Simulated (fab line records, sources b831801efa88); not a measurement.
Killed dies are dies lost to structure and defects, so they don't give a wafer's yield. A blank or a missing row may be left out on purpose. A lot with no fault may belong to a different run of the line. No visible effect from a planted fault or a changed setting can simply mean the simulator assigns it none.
fab line records -- flow sky130 -- part 2 of 2: steps 28 to 36 of 36
[record] lots = 5, wafers = 15, lastDay = 49
route steps=708 shown SD_N@353 SD_P@359 RES_XHIGH@360 SALICIDE@361 LI_CONTACT@362 LOCAL_INTERCONNECT@387
lots that met no fault: taken from a fault-free run of the same line
startH: the number of hours between the record's first day and the start of the first shown wafer of the lot -- waitH: hours from the lot's prior step to this one -- " identical to the entry in the row above -- L1.1+2: several wafers, shown together as one row -- - either no value or no given start -- * or withheld: withheld -- < > ~ a bound
route shown NAME@n: names a module that has steps shown in the file, with the first one's number in the route -- usual: mean/standard deviation taken from wafers without a fault -- same: alike in all rows -- chamber/n: place in a boat -- sites: per-site readings -- _std_site: standard deviation of those values -- _edge_site: outer sites' mean less inner sites' -- radiusMm: for every site, how far away it sits from the centre of the wafer -- mask NAME#n: copy n -- behind: the tool/chamber that last shaped the wafer -- hold: reason for holding the lot/hours on hold/outcome of the hold -- device: the transistor (n, p or np) that didn't switch -- end of line: at the end of the route, the tests of the same wafers -- a step given without rows: its recipe and nothing more -- killed: at the first sort, the dies lost to defects and structure; wafer yield is something else -- map: a wafer's dies, marking killed ones x, the rest . and places with no die _
set.NAME: the setting the step ran with; set.NAME@STEP: the setting that earlier step ran with -- model.NAME: the simulator's own value behind a step, which no gauge read
lots seen at some steps along the route; tables by step, rows by wafer
services: a tool's chamber out of use, with start hour (startH, from the record's first day; less than 0 if before it), hours out, and reason
[[steps]]
[step SKY_LI_CONTACT_SPUTTER_19]
[recipe] material = Ti, targetThkNm = 20, chamberPressurePa = 5, powerW = 2500, substrateTempC = 200, timeS = 106.37
[usual] throttleValvePct = 30.1/1.1
[same] timeS = 106.37
lot.wafer,tool,chamber,startH,waitH,throttleValvePct
L076.1,pvdSputter-01,-,696.46,0.0,31.2
L076.2,pvdSputter-01,-,696.46,0.0,29.1
L076.5,pvdSputter-01,-,696.46,0.0,31.3
L086.2,pvdSputter-02,-,764.21,0.0,29.2
L086.3,pvdSputter-02,-,764.21,0.0,28.6
L086.4,pvdSputter-02,-,764.21,0.0,29.3
L092.2,pvdSputter-01,-,812.20,0.0,29.0
L092.3,pvdSputter-01,-,812.20,0.0,28.9
L092.6,pvdSputter-01,-,812.20,0.0,29.1
L093.1,pvdSputter-02,-,816.30,0.0,29.4
L093.3,pvdSputter-02,-,816.30,0.0,31.6
L093.4,pvdSputter-02,-,816.30,0.0,29.0
L094.3,pvdSputter-02,-,835.46,0.0,28.8
L094.4,pvdSputter-02,-,835.46,0.0,29.1
L094.5,pvdSputter-02,-,835.46,0.0,28.8
[step SKY_LI_CONTACT_SPUTTER_20]
[recipe] material = TiN, targetThkNm = 20, chamberPressurePa = 5, powerW = 4000, timeS = 80
[usual] throttleValvePct = 30.0/1.1
[same] timeS = 80
lot.wafer,tool,chamber,startH,waitH,throttleValvePct
L076.1,pvdSputter-01,-,696.54,0.0,31.3
L076.2,pvdSputter-01,-,696.54,0.0,28.9
L076.5,pvdSputter-01,-,696.54,0.0,31.4
L086.2,pvdSputter-02,-,764.29,0.0,29.1
L086.3,pvdSputter-02,-,764.29,0.0,28.9
L086.4,pvdSputter-02,-,764.29,0.0,29.0
L092.2,pvdSputter-01,-,812.27,0.0,29.2
L092.3,pvdSputter-01,-,812.27,0.0,29.1
L092.6,pvdSputter-01,-,812.27,0.0,28.8
L093.1,pvdSputter-02,-,816.38,0.0,29.2
L093.3,pvdSputter-02,-,816.38,0.0,31.8
L093.4,pvdSputter-02,-,816.38,0.0,28.9
L094.3,pvdSputter-02,-,835.54,0.0,28.9
L094.4,pvdSputter-02,-,835.54,0.0,29.1
L094.5,pvdSputter-02,-,835.54,0.0,29.1
[step SKY_LI_CONTACT_CVD_21]
[recipe] material = W, targetThkNm = 400, timeS = 120.56, tempC = 400, pressureTorr = 40
[usual] heaterPowerW = 869/100
[same] timeS = 120.56
lot.wafer,tool,chamber,startH,waitH,heaterPowerW
L076.1,cvdW-01,1,696.60,0.0,657
L076.2,cvdW-01,0,696.60,0.0,830
L076.5,cvdW-01,1,696.60,0.0,663
L086.2,cvdW-02,1,764.35,0.0,944
L086.3,cvdW-02,1,764.35,0.0,950
L086.4,cvdW-02,0,764.35,0.0,938
L092.2,cvdW-02,1,812.33,0.0,926
L092.3,cvdW-02,1,812.33,0.0,957
L092.6,cvdW-02,1,812.33,0.0,928
L093.1,cvdW-01,1,816.44,0.0,696
L093.3,cvdW-01,0,816.44,0.0,814
L093.4,cvdW-01,1,816.44,0.0,661
L094.3,cvdW-02,1,835.64,0.1,925
L094.4,cvdW-02,0,835.64,0.1,934
L094.5,cvdW-02,1,835.64,0.1,923
[step SKY_LI_CONTACT_RS_MEAS_22]
[recipe] thkMeasGauge = four-point-probe, reads = W_of_LI_CONTACT_CVD_21+TiN_of_LI_CONTACT_SPUTTER_20+Ti_of_LI_CONTACT_SPUTTER_19
[usual] LI_CONTACT_W_RS = 0.2846/0.0029
lot.wafer,tool,chamber,startH,waitH,LI_CONTACT_W_RS[ohm/sq]
L076.1,filmMetro-01,-,696.72,0.1,0.2805
L076.2,filmMetro-01,-,696.72,0.1,0.2823
L076.5,filmMetro-01,-,696.72,0.1,0.2783
L086.2,filmMetro-03,-,764.50,0.1,0.2813
L086.3,filmMetro-03,-,764.50,0.1,0.2860
L086.4,filmMetro-03,-,764.50,0.1,0.2883
L092.2,filmMetro-04,-,812.48,0.1,0.2839
L092.3,filmMetro-04,-,812.48,0.1,0.2869
L092.6,filmMetro-04,-,812.48,0.1,0.2848
L093.1,filmMetro-03,-,816.57,0.1,0.2840
L093.3,filmMetro-03,-,816.57,0.1,0.2811
L093.4,filmMetro-03,-,816.57,0.1,0.2820
L094.3,filmMetro-03,-,835.77,0.1,0.2848
L094.4,filmMetro-03,-,835.77,0.1,0.2839
L094.5,filmMetro-03,-,835.77,0.1,0.2844
[step SKY_LI_CONTACT_THK_MEAS_23]
[recipe] thkMeasGauge = xrf, reads = W_of_LI_CONTACT_CVD_21
[usual] LI_CONTACT_W_THK = 422/7
lot.wafer,tool,chamber,startH,waitH,LI_CONTACT_W_THK[nm]
L076.1,filmMetro-01,-,696.84,0.1,433
L076.2,filmMetro-01,-,696.84,0.1,428
L076.5,filmMetro-01,-,696.84,0.1,432
L086.2,filmMetro-03,-,764.61,0.1,421
L086.3,filmMetro-03,-,764.61,0.1,415
L086.4,filmMetro-03,-,764.61,0.1,411
L092.2,filmMetro-04,-,812.59,0.1,428
L092.3,filmMetro-04,-,812.59,0.1,426
L092.6,filmMetro-04,-,812.59,0.1,429
L093.1,filmMetro-03,-,816.69,0.1,415
L093.3,filmMetro-03,-,816.69,0.1,416
L093.4,filmMetro-03,-,816.69,0.1,418
L094.3,filmMetro-03,-,835.87,0.1,414
L094.4,filmMetro-03,-,835.87,0.1,415
L094.5,filmMetro-03,-,835.87,0.1,418
[step SKY_LI_CONTACT_CMP_24]
[recipe] stopOn = PSG, tOverpolishS = 20, downForcePsi = 3.5, platenRpm = 60, targetThkNm = 0, padVelocityMS = 0.94248
[usual] motorCurrentA = 11.1/0.78, overpolishRunS = 20.000/0.0091, slurryFlowMlMin = 150.1/0.5, timeToEndpointS = 95/3.3
lot.wafer,tool,chamber,startH,waitH,motorCurrentA,overpolishRunS,slurryFlowMlMin,timeToEndpointS
L076.1,cmp-01,3,696.90,0.1,10.9,20.008,150.5,95
L076.2,cmp-01,1,696.90,0.1,12.7,19.995,149.7,97
L076.5,cmp-01,3,696.90,0.1,10.8,19.988,149.9,100
L086.4,cmp-02,1,764.71,0.1,11.1,19.979,150.9,98
L086.2,cmp-02,2,764.71,0.1,12.0,20.007,149.5,97
L086.3,cmp-02,3,764.71,0.1,10.8,20.003,151.1,97
L092.3,cmp-02,0,812.69,0.1,11.1,20.005,150.3,92
L092.2,cmp-02,1,812.69,0.1,10.5,20.015,149.8,95
L092.6,cmp-02,0,812.69,0.1,11.3,19.998,150.2,96
L093.1,cmp-01,0,816.89,0.2,10.5,19.998,150.6,91
L093.3,cmp-01,2,816.89,0.2,10.4,20.009,149.4,97
L093.4,cmp-01,3,816.89,0.2,11.5,19.995,150.2,94
L094.4,cmp-02,0,836.01,0.1,11.3,20.010,149.6,96
L094.3,cmp-02,1,836.01,0.1,10.5,20.000,150.4,100
L094.5,cmp-02,2,836.01,0.1,13.1,20.019,149.3,99
[step SKY_LOCAL_INTERCONNECT_SPUTTER_00]
[recipe] material = TiN, targetThkNm = 100, tempC = 300, powerW = 6500, timeS = 83.3, chamberPressurePa = 0.4
[usual] throttleValvePct = 30.0/1.1
[same] timeS = 83.3
lot.wafer,tool,chamber,startH,waitH,throttleValvePct
L076.1,pvdSputter-01,-,697.20,0.2,29.5
L076.2,pvdSputter-01,-,697.20,0.2,31.3
L076.5,pvdSputter-01,-,697.20,0.2,31.2
L086.2,pvdSputter-01,-,764.96,0.1,29.4
L086.3,pvdSputter-01,-,764.96,0.1,28.9
L086.4,pvdSputter-01,-,764.96,0.1,30.8
L092.2,pvdSputter-02,-,812.94,0.1,29.2
L092.3,pvdSputter-02,-,812.94,0.1,29.1
L092.6,pvdSputter-02,-,812.94,0.1,28.9
L093.1,pvdSputter-01,-,817.19,0.2,31.2
L093.3,pvdSputter-01,-,817.19,0.2,28.9
L093.4,pvdSputter-01,-,817.19,0.2,29.3
L094.3,pvdSputter-03,-,836.21,0.1,31.3
L094.4,pvdSputter-03,-,836.21,0.1,28.5
L094.5,pvdSputter-03,-,836.21,0.1,31.0
[step SKY_LOCAL_INTERCONNECT_RS_MEAS_01]
[recipe] thkMeasGauge = four-point-probe, reads = TiN_of_LOCAL_INTERCONNECT_SPUTTER_00
[usual] LOCAL_INTERCONNECT_TIN_RS = 14.23/0.13
lot.wafer,tool,chamber,startH,waitH,LOCAL_INTERCONNECT_TIN_RS[ohm/sq]
L076.1,filmMetro-03,-,697.27,0.0,14.25
L076.2,filmMetro-03,-,697.27,0.0,14.42
L076.5,filmMetro-03,-,697.27,0.0,14.46
L086.2,filmMetro-02,-,765.04,0.1,14.28
L086.3,filmMetro-02,-,765.04,0.1,14.36
L086.4,filmMetro-02,-,765.04,0.1,14.27
L092.2,filmMetro-01,-,813.02,0.1,14.23
L092.3,filmMetro-01,-,813.02,0.1,14.29
L092.6,filmMetro-01,-,813.02,0.1,14.15
L093.1,filmMetro-03,-,817.25,0.0,14.12
L093.3,filmMetro-03,-,817.25,0.0,14.04
L093.4,filmMetro-03,-,817.25,0.0,14.00
L094.3,filmMetro-01,-,836.31,0.1,14.12
L094.4,filmMetro-01,-,836.31,0.1,14.05
L094.5,filmMetro-01,-,836.31,0.1,14.23
[step SKY_LOCAL_INTERCONNECT_THK_MEAS_02]
[recipe] thkMeasGauge = xrf, reads = TiN_of_LOCAL_INTERCONNECT_SPUTTER_00
[usual] LOCAL_INTERCONNECT_TIN_THK = 99.6/1.1
lot.wafer,tool,chamber,startH,waitH,LOCAL_INTERCONNECT_TIN_THK[nm]
L076.1,filmMetro-03,-,697.39,0.1,98.2
L076.2,filmMetro-03,-,697.39,0.1,97.4
L076.5,filmMetro-03,-,697.39,0.1,97.3
L086.2,filmMetro-02,-,765.15,0.1,99.8
L086.3,filmMetro-02,-,765.15,0.1,100.0
L086.4,filmMetro-02,-,765.15,0.1,100.0
L092.2,filmMetro-01,-,813.13,0.1,99.8
L092.3,filmMetro-01,-,813.13,0.1,98.8
L092.6,filmMetro-01,-,813.13,0.1,99.7
L093.1,filmMetro-03,-,817.37,0.1,98.8
L093.3,filmMetro-03,-,817.37,0.1,99.7
L093.4,filmMetro-03,-,817.37,0.1,99.9
L094.3,filmMetro-01,-,836.41,0.1,100.1
L094.4,filmMetro-01,-,836.41,0.1,101.5
L094.5,filmMetro-01,-,836.41,0.1,99.4
[[services]]
tool,chamber,startH,hours,kind
cmp-02,-,657.29,4.7,pm
krfScanner-01,-,661.92,1.3,pm
cmp-02,-,663.65,0.2,repair
cmp-02,-,674.73,0.4,repair
cmp-01,-,682.96,1.1,repair
cvdW-02,1,689.89,11.8,repair
cmp-01,-,707.45,2.2,repair
pvdSputter-02,-,710.60,5.0,repair
rieDiel-04,3,716.22,3.0,repair
wetBench-03,-,716.55,1.8,repair
cmp-02,-,722.43,19.7,pm
cmp-01,-,733.01,1.4,repair
cmp-01,-,744.28,4.0,pm
cmp-02,-,749.41,0.6,repair
cmp-02,-,755.30,1.5,repair
wetBench-03,-,775.00,4.0,repair
cmp-02,-,779.36,0.4,repair
cmp-01,-,780.13,12.3,pm
rieDiel-04,1,799.18,4.8,repair
rieDiel-04,2,808.28,3.8,repair
cmp-02,-,815.39,3.4,repair
pvdSputter-01,-,827.98,10.1,repair
cmp-02,-,830.64,2.1,repair
cmp-01,-,835.15,3.0,repair
